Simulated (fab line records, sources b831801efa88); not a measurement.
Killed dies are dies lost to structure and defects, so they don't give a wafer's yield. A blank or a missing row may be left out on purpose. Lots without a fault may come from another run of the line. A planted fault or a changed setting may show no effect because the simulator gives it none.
A struck lot beside a sound one | flow sfq_line | 13 steps out of a route of 325
Sound: wafers L687.3, L687.4, L687.6. Struck: wafers L682.1, L682.3, L682.5. The cause comes at the end.
At each step with rows: each side's tool, then ch and its chambers, then its first start. Under that, the readings that differ: sound wafers | struck wafers | difference of the means | sigmas: that difference in standard deviations of wafers without a fault.
alike: readings whose means differ by less than 2 such deviations, and words and numbers that are the same on both sides. not compared: withheld readings, readings that some wafer has no value for, bounds like >300 that may hide the same value, and numbers for which the record gives no deviation and whose values overlap.
The two part at a step that has a row with sigmas, a row that says differs or no value, or rows on one side only. Numbers that don't overlap but have no deviation are shown without sigmas and don't part them. A reading that every wafer of one side lacks parts them only if that side has two wafers or more.

SFQ_I2_OVL_MEAS_918:
  sound on overlay-02, day 31 21:51; struck on overlay-01, day 29 18:14
  alike: I2_OVL
SFQ_TRILAYER_I2_VIA_BARC_OPEN_VIA_ETCH_096: etches BARC in O2, target depth 125 nm, time 41.7 s.
  sound on rie_diel-03 ch 0,1,3, day 31 21:53; struck on rie_diel-03 ch 0,1,2, day 29 18:17
  alike: drypump_motor_current_A, oes_product_au
  not compared: rf_hours_counter_h
SFQ_TRILAYER_I2_VIA_ETCH_VIA_ETCH_070: etches SiO2 in CHF3, stops on Nb, target depth 260 nm.
  sound on rie_diel-03 ch 0,1,3, day 31 21:55; struck on rie_diel-03 ch 0,1,2, day 29 18:19
  alike: drypump_motor_current_A, oes_product_au
SFQ_TRILAYER_I2_VIA_STRIP_STRIP_071: strips in O2.
  sound on rie_metal-04 ch 0,1, day 31 22:14; struck on rie_metal-04 ch 0, day 29 18:26
  alike: drypump_motor_current_A, oes_product_au, platen_temp_c
  not compared: rf_hours_counter_h
then, 2 steps without rows for these wafers: SFQ_TRILAYER_I2_VIA_STRIP_SOLV_CLEAN_072 (cleans in NMP, time 600 s); SFQ_TRILAYER_M3_DEP_PRE_CLEAN_074 (time 22.5 s).
SFQ_TRILAYER_M3_DEP_SPUTTER_073: material Nb, target thk 200 nm, time 133.3 s.
  sound on pvd_sputter-03, day 31 22:51; struck on pvd_sputter-03, day 29 19:14
  alike: throttle_valve_pct
SFQ_M3_RS_MEAS_919: measures by four-point-probe.
  sound on film_metro-02, day 31 22:59; struck on film_metro-04, day 29 19:20
  alike: M3_NB_RS
then, 3 steps without rows for these wafers: SFQ_TRILAYER_M3_LITHO_COAT_080 (resist thk 62 nm); SFQ_TRILAYER_M3_LITHO_COAT_075 (resist thk 600 nm); SFQ_TRILAYER_M3_LITHO_SOFTBAKE_079.
-- the record jumps here: 6 days lie between the struck wafers' starts before and after --
SFQ_TRILAYER_M3_LITHO_EXPOSE_076: exposes mask M3, target cd 500 nm.
  sound on krf_scanner-02 ch 0, day 37 20:44; struck on krf_scanner-01, day 35 19:00
  no value came back on the struck wafers for exposure_dose_mJ_cm2, focus_offset_nm (nm), sigma_outer; on the sound wafers exposure_dose_mJ_cm2 reads 14.369 14.396 14.401
  alike: mask
then, 1 step without rows for these wafers: SFQ_TRILAYER_M3_LITHO_PEB_078 (peb time 60 s).

WHERE THEY PART
Only at SFQ_TRILAYER_M3_LITHO_EXPOSE_076, within this record.

WHY: what the simulator had put in
Skipped step whole: krf_scanner-01, from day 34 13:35 on, at SFQ_TRILAYER_M3_LITHO_EXPOSE_076. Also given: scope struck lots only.
